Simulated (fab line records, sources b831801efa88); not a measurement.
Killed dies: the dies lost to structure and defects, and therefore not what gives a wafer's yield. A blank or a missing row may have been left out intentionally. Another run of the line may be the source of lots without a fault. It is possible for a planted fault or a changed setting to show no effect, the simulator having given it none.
A lot that was struck, set against a sound lot	flow sky130	17 out of 708 route steps
Sound: the wafers L610.1, L610.2, L610.3. Struck: wafers L624.2, L624.4. Last of all comes the cause.
Per side, at each step with rows, come the tool, then ch with its chambers, and then its first start. Under that, the readings that differ: sound wafers	struck wafers	difference of the means	sigmas: that difference in standard deviations of wafers without a fault.
alike: readings whose means differ by less than 2 such deviations, and words and numbers that are the same on both sides. not compared: withheld readings, readings that some wafer has no value for, bounds like >300 that may hide the same value, and numbers for which the record gives no deviation and whose values overlap.
The two part at a step that has a row with sigmas, a row that says differs or no value, or rows on one side only. Non-overlapping numbers with no deviation appear without sigmas and do not part them. A reading that every wafer of one side lacks parts them only if that side has two wafers or more.

SKY_LDD_P_OVL_MEAS_08:
  sound on overlay-02 at day 21 00:09; struck on overlay-01 at day 25 14:37
reading	sound	struck	difference	sigmas
LDD_P_OVL (nm)	1.7 3.3 2.1	-3.6 -1.4	-4.9	-3
following that, these wafers have no rows for 1 step: SKY_LDD_P_IMPLANT_09.
SKY_LDD_P_STRIP_10: strips in O2/N2.
  sound on plasma-asher-02 ch 0,1, day 21 00:20; struck on plasma-asher-01 ch 1, day 25 14:47
reading	sound	struck	difference	sigmas
n2-flow-sccm (sccm)	298.8 302.8 302.0	298.3 298.1	-3.0	-3
strip-time-to-endpoint-s (s)	14.21 14.22 14.20	14.11 14.12	-0.10	-3
  alike: chamber-pressure-mTorr, drypump-motor-current-A, oes-product-au
  not compared: rf-hours-counter-h
SKY_LDD_P_TW_MEAS_11:
  sound on film-metro-03 at day 21 00:26; struck on film-metro-02 at day 25 14:54
  alike: LDD_P_TW
then, 7 steps without rows for these wafers: SKY_LDD_HVN_DEHYDRATE_00 (time 60 s); SKY_LDD_HVN_HMDS_01 (prime time 60 s); SKY_LDD_HVN_COAT_02 (resist thk 300 nm); SKY_LDD_HVN_SOFTBAKE_03 (time 60 s); SKY_LDD_HVN_EXPOSE_04 (exposes mask HVNTM, target cd 700 nm); SKY_LDD_HVN_PEB_05; SKY_LDD_HVN_DEVELOP_06 (develop time 60 s).
SKY_LDD_HVN_OVL_MEAS_07:
  sound on overlay-01 at day 22 06:32; struck on overlay-02 at day 26 20:10
  alike: LDD_HVN_OVL
SKY_LDD_HVN_IMPLANT_08:
  sound on implanter-02 ch 0, day 22 06:34; struck on implanter-02 ch 0, day 26 20:13
  alike: faraday-current-uA
SKY_LDD_HVN_STRIP_09: strips in O2/N2.
  sound on plasma-asher-02 ch 0,1, day 22 06:43; struck on plasma-asher-02 ch 0,1, day 26 20:21
  alike: chamber-pressure-mTorr, drypump-motor-current-A, n2-flow-sccm, oes-product-au, strip-time-to-endpoint-s
  not compared: rf-hours-counter-h
SKY_LDD_HVN_TW_MEAS_10:
  sound on film-metro-02 at day 22 06:49; struck on film-metro-02 at day 26 20:28
reading	sound	struck	difference	sigmas
LDD_HVN_TW	1439 1436 1430	1376 1372	-61	-5
then, 1 step without rows for these wafers: SKY_LDD_HVP_DEHYDRATE_00 (time 60 s).
-- here the record skips 23 days between the struck wafers' starts before and after, leaving off in module LDD_HVP and picking up in module PAD_OPEN (first step shown: number 708 of the route) --
SKY_PAD_OPEN_PROBE_99:
  sound on prober-01 at day 46 19:47; struck on prober-02 at day 49 22:47
  no value came back on the struck wafers for any of 6 readings (model.etest.tip_n_5v.rs-ohm-sq, model.etest.tip_n_5v.rs-ohm-sq-range and others); on the sound wafers model.etest.tip_n_5v.rs-ohm-sq reads 1383 1377 1379
  alike: killed_at_M0_to_M3, killed_at_M4_up, killed-at-contacts, killed-at-front-end, killed-at-other, killed-dies, killed-open, killed-short

WHERE THEY PART
First at SKY_LDD_P_OVL_MEAS_08; last, within this record, at SKY_PAD_OPEN_PROBE_99.

WHY: the cause the simulator had injected
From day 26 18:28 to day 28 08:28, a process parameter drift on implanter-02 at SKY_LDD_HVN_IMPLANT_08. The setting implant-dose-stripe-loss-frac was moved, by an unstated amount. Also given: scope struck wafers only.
